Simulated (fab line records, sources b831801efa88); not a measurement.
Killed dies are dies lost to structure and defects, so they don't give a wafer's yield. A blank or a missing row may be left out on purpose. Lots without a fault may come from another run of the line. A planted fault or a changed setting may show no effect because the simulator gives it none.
A struck lot beside a sound one | flow gf180mcu | 14 steps out of a route of 602
Sound: wafers L821.2, L821.4, L821.5. Struck: wafers L813.1, L813.3, L813.5. The cause comes at the end.
At each step with rows: each side's tool, then ch and its chambers, then its first start. Under that, the readings that differ: sound wafers | struck wafers | difference of the means | sigmas: that difference in standard deviations of wafers without a fault.
alike: readings whose means differ by less than 2 such deviations, and words and numbers that are the same on both sides. not compared: withheld readings, readings that some wafer has no value for, bounds like >300 that may hide the same value, and numbers for which the record gives no deviation and whose values overlap.
The two part at a step that has a row with sigmas, a row that says differs or no value, or rows on one side only. Numbers that don't overlap but have no deviation are shown without sigmas and don't part them. A reading that every wafer of one side lacks parts them only if that side has two wafers or more.

GF_DUAL_GATE_OVL_MEAS_11:
  sound on overlay-01, day 12 07:04; struck on overlay-01, day 10 04:59
  alike: DUAL_GATE_OVL
then, 1 step without rows for these wafers: GF_DUAL_GATE_WET_ETCH_12 (etches SiO2 in dHF, target depth 13 nm, time 260 s).
GF_DUAL_GATE_STRIP_13: strips in O2/N2.
  sound on plasma_asher-02 ch 0,1, day 12 07:11; struck on plasma_asher-02 ch 0,1, day 10 05:07
  alike: drypump_motor_current_A, heater_power_w, o2_flow_sccm, oes_product_au, strip_time_to_endpoint_s
  not compared: rf_hours_counter_h
then, 3 steps without rows for these wafers: GF_DUAL_GATE_CLEAN_14 (cleans in SC1/SC2, time 150 s); GF_DUAL_GATE_OXIDATION_15 (stabilise 600 s, purge 300 s, target thk 7.098 nm); GF_POLY_GATE_CVD_00 (deposits poly-Si, target thk 200 nm, time 1200 s).
GF_POLY_GATE_THK_MEAS_01:
  sound on film_metro-04, day 12 10:25; struck on film_metro-03, day 10 08:08
  alike: POLY_GATE_CVD_00_THK
then, 5 steps without rows for these wafers: GF_POLY_GATE_DEHYDRATE_02 (time 60 s); GF_POLY_GATE_HMDS_03 (prime time 60 s); GF_POLY_GATE_COAT_04; GF_POLY_GATE_COAT_05 (resist thk 700 nm); GF_POLY_GATE_SOFTBAKE_06 (time 60 s).
GF_POLY_GATE_EXPOSE_07: exposes mask Poly2, target cd 280 nm.
  sound on krf_scanner-02 ch 0, day 12 20:08; struck on krf_scanner-01, day 10 17:01
  no value came back on the struck wafers for exposure_dose_mJ_cm2, focus_offset_nm (nm); on the sound wafers exposure_dose_mJ_cm2 reads 28.21 28.21 28.19
  alike: mask
then, 1 step without rows for these wafers: GF_POLY_GATE_PEB_08 (peb time 90 s).

WHERE THEY PART
Only at GF_POLY_GATE_EXPOSE_07, within this record.

WHY: what the simulator had put in
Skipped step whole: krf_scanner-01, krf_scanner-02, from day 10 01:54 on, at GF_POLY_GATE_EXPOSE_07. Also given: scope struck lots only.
